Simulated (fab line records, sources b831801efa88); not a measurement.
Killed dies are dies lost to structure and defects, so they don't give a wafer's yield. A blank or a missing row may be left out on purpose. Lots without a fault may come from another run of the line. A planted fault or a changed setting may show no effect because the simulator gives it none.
Which tool did it? | flow sky130 | 12 lots, 36 wafers sampled, at 3 steps of a route of 708

WHAT THE GAUGES READ, wafer by wafer
SKY_METAL1_CD_MEAS_15: target cd 140 nm. Usual: cd_nm 139.7 nm, standard deviation 2.
lot  | measured     | on        | cd_nm (nm)        | flag
L516 | day 32 03:18 | cd_sem-02 | 140.1 140.1 142.3 |
L517 | day 33 04:05 | cd_sem-02 | 144.0 142.9 143.6 |
L518 | day 33 23:11 | cd_sem-02 | 139.0 138.5 139.1 |
L520 | day 34 02:54 | cd_sem-02 | 137.7 136.8 136.8 |
L521 | day 35 02:39 | cd_sem-01 | 139.1 140.9 140.8 |
L522 | day 35 18:49 | cd_sem-02 | 139.8 138.8 139.2 |
L526 | day 36 02:54 | cd_sem-02 | 138.2 137.9 140.6 |
L529 | day 37 21:05 | cd_sem-02 | 140.4 139.0 141.1 |
L527 | day 37 22:33 | cd_sem-02 | 140.4 138.3 138.8 |
L535 | day 38 20:45 | cd_sem-01 | 139.0 138.3 138.2 |
L536 | day 39 06:28 | cd_sem-02 | 139.6 139.5 140.9 |
L539 | day 40 04:11 | cd_sem-01 | 136.7 135.5 136.7 |

SKY_METAL1_OVL_MEAS_16. Usual: METAL1_OVL 4 nm, standard deviation 5.4.
lot  | measured     | on         | METAL1_OVL (nm) | flag
L516 | day 32 03:25 | overlay-01 | -12 5 6         |
L517 | day 33 04:12 | overlay-01 | -5 -1 7         |
L518 | day 33 23:17 | overlay-02 | -3 -1 9         |
L520 | day 34 03:01 | overlay-02 | 3 7 0           |
L521 | day 35 02:46 | overlay-01 | 7 9 1           |
L522 | day 35 18:56 | overlay-02 | 3 4 10          |
L526 | day 36 03:00 | overlay-02 | -4 -11 -8       |
L529 | day 37 21:12 | overlay-01 | 11 7 4          |
L527 | day 37 22:40 | overlay-02 | 1 5 9           |
L535 | day 38 20:52 | overlay-01 | 15 9 5          |
L536 | day 39 06:35 | overlay-02 | 4 5 -6          |
L539 | day 40 04:17 | overlay-02 | 17 10 7         |

WHICH TOOL RAN EACH LOT (tool, then ch and the chambers of the sampled wafers, then the start)
lot  | SKY_METAL1_SPUTTER_03
L516 | pvd_sputter-01, day 30 22:56
L517 | pvd_sputter-01, day 32 00:55
L518 | pvd_sputter-03, day 32 20:31
L520 | pvd_sputter-01, day 33 00:11
L521 | pvd_sputter-02, day 33 23:27
L522 | pvd_sputter-03, day 34 15:20
L526 | pvd_sputter-03, day 35 00:31
L529 | pvd_sputter-01, day 36 19:02
L527 | pvd_sputter-03, day 36 20:36
L535 | pvd_sputter-01, day 37 18:54
L536 | pvd_sputter-01, day 38 05:27
L539 | pvd_sputter-03, day 39 03:45
- SKY_METAL1_SPUTTER_03: material Ti, target thk 5 nm, time 3.3 s.

WHAT THE TOOLS THEMSELVES READ (means of the sampled wafers that have a number; where no wafer has one, the mark that the record gives instead)
SKY_METAL1_SPUTTER_03. Usual: cathode_dc_power_W 3000.0 W, standard deviation 0.52; throttle_valve_pct 29.6 %, standard deviation 1.3.
lot  | tool           | cathode_dc_power_W (W) | throttle_valve_pct (%) | flag
L516 | pvd_sputter-01 | 3000.3                 | 30.0                   |
L517 | pvd_sputter-01 | 3000.2                 | 29.4                   |
L518 | pvd_sputter-03 | 3000.3                 | 28.5                   |
L520 | pvd_sputter-01 | 2999.8                 | 29.7                   |
L521 | pvd_sputter-02 | 2999.7                 | 29.5                   |
L522 | pvd_sputter-03 | 2999.9                 | 28.1                   |
L526 | pvd_sputter-03 | 2888.3                 | 30.1                   | OFF
L529 | pvd_sputter-01 | 3000.0                 | 29.5                   |
L527 | pvd_sputter-03 | 2888.1                 | 29.3                   | OFF
L535 | pvd_sputter-01 | 2999.7                 | 29.9                   |
L536 | pvd_sputter-01 | 2999.5                 | 29.3                   |
L539 | pvd_sputter-03 | 3000.3                 | 30.9                   |

THE ANSWER, worked out from the rows above alone
Rule: a lot is off if the mean of its wafers that have a number lies more than 3 standard deviations from the usual mean. A lot without any number at a reading at which 4 lots or more have one is off too. The other lots that the step has rows for count as sound. The gauges are gone through in route order, then the tools' own readings, and for those a lot's mean is taken as printed above. The first step at which some lot is off is used, and at that step the reading that is off furthest; a lot without a number counts as furthest.
Off: L526, L527, at SKY_METAL1_SPUTTER_03 (cathode_dc_power_W).
A tool fits if, at that step or a process step before it, it ran every lot that is off, and no sound lot after the first of them. None of those tried fits.

WHAT THE SIMULATOR HAD PUT IN
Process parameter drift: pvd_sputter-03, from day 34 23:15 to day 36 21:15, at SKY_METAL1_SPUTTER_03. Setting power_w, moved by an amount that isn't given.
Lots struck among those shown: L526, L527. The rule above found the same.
